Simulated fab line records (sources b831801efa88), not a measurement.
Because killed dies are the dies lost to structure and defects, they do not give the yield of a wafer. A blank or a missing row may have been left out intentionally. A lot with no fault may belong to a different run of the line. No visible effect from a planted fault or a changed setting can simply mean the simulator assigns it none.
What tool caused it?    flow gf180mcu    Sampling: 13 lots, 39 wafers, 5 of 602 route steps

WHAT THE GAUGES READ, wafer by wafer
GF_POLY_GATE_THK_MEAS_01.
lot   measured      on            POLY_GATE_CVD_00_THK (nm)
L815  day 8 22:02   filmMetro-04  201.5 203.1 202.4
L818  day 9 12:47   filmMetro-01  203.9 203.4 202.2
L820  day 9 22:41   filmMetro-02  200.0 201.2 201.0
L821  day 10 04:23  filmMetro-04  201.9 201.5 201.3
L822  day 10 14:06  filmMetro-04  201.0 202.1 200.2
L823  day 11 01:47  filmMetro-01  199.7 197.6 197.5
L826  day 12 01:34  filmMetro-01  372.0 371.6 371.0
L827  day 12 05:55  filmMetro-02  372.1 371.1 373.0
L828  day 12 10:40  filmMetro-01  370.6 370.8 371.7
L830  day 13 03:37  filmMetro-04  201.2 200.4 200.2
L835  day 15 05:13  filmMetro-04  200.0 198.2 199.5
L836  day 15 08:44  filmMetro-02  197.1 195.0 195.5
L837  day 15 18:10  filmMetro-04  199.9 199.2 200.0

GF_M3_CD_MEAS_14 targets a cd of 280 nm.
lot   measured      on        cdNm (nm)
L815  day 21 18:35  cdSem-01  279.4 279.8 280.0
L818  day 22 16:47  cdSem-01  279.4 280.2 279.6
L820  day 23 08:19  cdSem-02  279.6 280.7 279.9
L821  day 23 15:22  cdSem-02  280.5 279.3 280.4
L822  day 24 00:11  cdSem-01  281.2 281.8 281.1
L823  day 24 15:12  cdSem-02  279.6 279.0 278.5
L830  day 26 23:18  cdSem-01  278.6 280.2 279.5
L835  day 28 21:54  cdSem-02  278.8 278.8 278.0
L836  day 28 23:29  cdSem-02  279.1 279.9 279.6
L837  day 29 10:25  cdSem-02  278.6 279.4 277.9

TOOL THAT RAN EACH LOT (tool first, then ch and the chambers of the sampled wafers, then the start)
lot   GF_POLY_GATE_CVD_00          GF_M1_SPUTTER_01             GF_V1_SPUTTER_21
L815  lpcvd-01 ch 1, day 8 20:41   pvdSputter-02, day 16 13:22  pvdSputter-03, day 18 14:32
L818  lpcvd-01 ch 0, day 9 11:26   pvdSputter-02, day 17 12:04  pvdSputter-03, day 19 12:40
L820  lpcvd-02 ch 1, day 9 21:20   pvdSputter-04, day 18 03:17  pvdSputter-01, day 20 05:56
L821  lpcvd-01 ch 0, day 10 03:04  pvdSputter-01, day 18 10:58  pvdSputter-01, day 20 13:29
L822  lpcvd-02 ch 1, day 10 12:46  pvdSputter-02, day 18 19:48  pvdSputter-01, day 20 22:14
L823  lpcvd-01 ch 1, day 10 23:47  pvdSputter-02, day 19 11:55  pvdSputter-02, day 21 14:43
L826  lpcvd-02 ch 1, day 11 23:34  -                            -
L827  lpcvd-02 ch 0, day 12 04:34  -                            -
L828  lpcvd-02 ch 0, day 12 09:19  -                            -
L830  lpcvd-01 ch 1, day 13 02:17  pvdSputter-02, day 22 02:25  pvdSputter-03, day 24 02:32
L835  lpcvd-01 ch 0, day 15 03:52  pvdSputter-04, day 24 08:16  pvdSputter-03, day 26 05:19
L836  lpcvd-01 ch 0, day 15 07:24  pvdSputter-02, day 24 09:53  pvdSputter-01, day 26 07:23
L837  lpcvd-02 ch 0, day 15 16:49  pvdSputter-01, day 24 23:16  pvdSputter-02, day 26 19:34
- GF_POLY_GATE_CVD_00: deposits poly-Si, target thk 200 nm, time 1200 s.
- GF_M1_SPUTTER_01: material TiN, target thk 30 nm, time 25 s.
- GF_V1_SPUTTER_21: material Ti, target thk 15 nm, time 80.02 s.

WHAT THE TOOLS THEMSELVES READ (means of the sampled wafers that have a number; where no wafer has one, the mark that the record gives instead)
GF_POLY_GATE_CVD_00.
lot   tool      spikeTcBottomC (C)  spikeTcCentreC (C)  spikeTcLowerC (C)  spikeTcTopC (C)  spikeTcUpperC (C)  susceptorTempC (C)  zonePowerBottomPct (%)  zonePowerUpperPct (%)
L815  lpcvd-01  639                 618.9               619.9              632              620.6              620.09              12.3                    8.2
L818  lpcvd-01  641                 622.2               619.9              641              619.8              619.79              12.2                    9.3
L820  lpcvd-02  636                 620.8               620.6              637              619.3              620.27              11.6                    8.5
L821  lpcvd-01  642                 622.6               620.6              641              620.1              620.04              12.3                    9.3
L822  lpcvd-02  636                 620.0               619.6              636              619.2              620.07              11.4                    8.6
L823  lpcvd-01  639                 619.5               619.1              634              620.8              620.18              12.5                    8.2
L826  lpcvd-02  664                 647.9               647.5              664              647.6              647.35              12.5                    9.2
L827  lpcvd-02  670                 649.2               648.5              663              645.8              647.59              13.2                    8.4
L828  lpcvd-02  671                 648.5               646.6              661              646.1              647.67              13.2                    8.4
L830  lpcvd-01  639                 619.6               618.7              634              620.8              619.98              12.4                    8.1
L835  lpcvd-01  641                 620.3               619.5              641              619.1              620.09              12.1                    9.3
L836  lpcvd-01  641                 620.8               618.9              641              620.0              619.81              12.1                    9.3
L837  lpcvd-02  644                 621.0               620.0              635              618.0              619.84              12.2                    7.7

GF_M1_SPUTTER_01.
lot   tool           throttleValvePct (%)
L815  pvdSputter-02  30.7
L818  pvdSputter-02  30.1
L820  pvdSputter-04  29.1
L821  pvdSputter-01  29.8
L822  pvdSputter-02  31.9
L823  pvdSputter-02  30.1
L830  pvdSputter-02  30.1
L835  pvdSputter-04  29.4
L836  pvdSputter-02  30.1
L837  pvdSputter-01  29.8

GF_V1_SPUTTER_21.
lot   tool           throttleValvePct (%)
L815  pvdSputter-03  30.8
L818  pvdSputter-03  29.7
L820  pvdSputter-01  30.0
L821  pvdSputter-01  29.9
L822  pvdSputter-01  29.9
L823  pvdSputter-02  30.1
L830  pvdSputter-03  30.5
L835  pvdSputter-03  30.3
L836  pvdSputter-01  29.3
L837  pvdSputter-02  30.3

THE ANSWER, worked out from the rows above alone
Rule: usual is defined by the lots themselves. Put in order of their means at a reading, lots are off if they are a third of the lots or fewer, leave a main group of 4 or more, and stand apart from it by a gap of 3 or more times the standard deviation of the main group's means; of several such gaps the widest counts. A main group whose means are all the same, to the digits that the tables above print for the reading, isn't used. Also off: a lot with no number at a reading for which 4 or more lots have one. Any other lot the step has rows for is counted as sound. After the gauges, taken in route order, come the tools' own readings; for these a lot's mean is taken, as printed above. At the first step where some lot is off, the reading lying furthest off is the one used; lots without a number count as furthest.
Off: L826, L827, L828, at GF_POLY_GATE_THK_MEAS_01 (POLY_GATE_CVD_00_THK). For the main group the mean is 200.3 nm and the standard deviation 2.
If a tool, at a process step before that reading, ran all the lots that are off and no sound lot after the first of them, it fits. Not tried: the gauges at GF_POLY_GATE_THK_MEAS_01; whatever is off there is also off at GF_POLY_GATE_CVD_00, on other tools, and gauge error can't account for it. Of those tried, none fits.

WHAT HAD BEEN PUT IN BY THE SIMULATOR
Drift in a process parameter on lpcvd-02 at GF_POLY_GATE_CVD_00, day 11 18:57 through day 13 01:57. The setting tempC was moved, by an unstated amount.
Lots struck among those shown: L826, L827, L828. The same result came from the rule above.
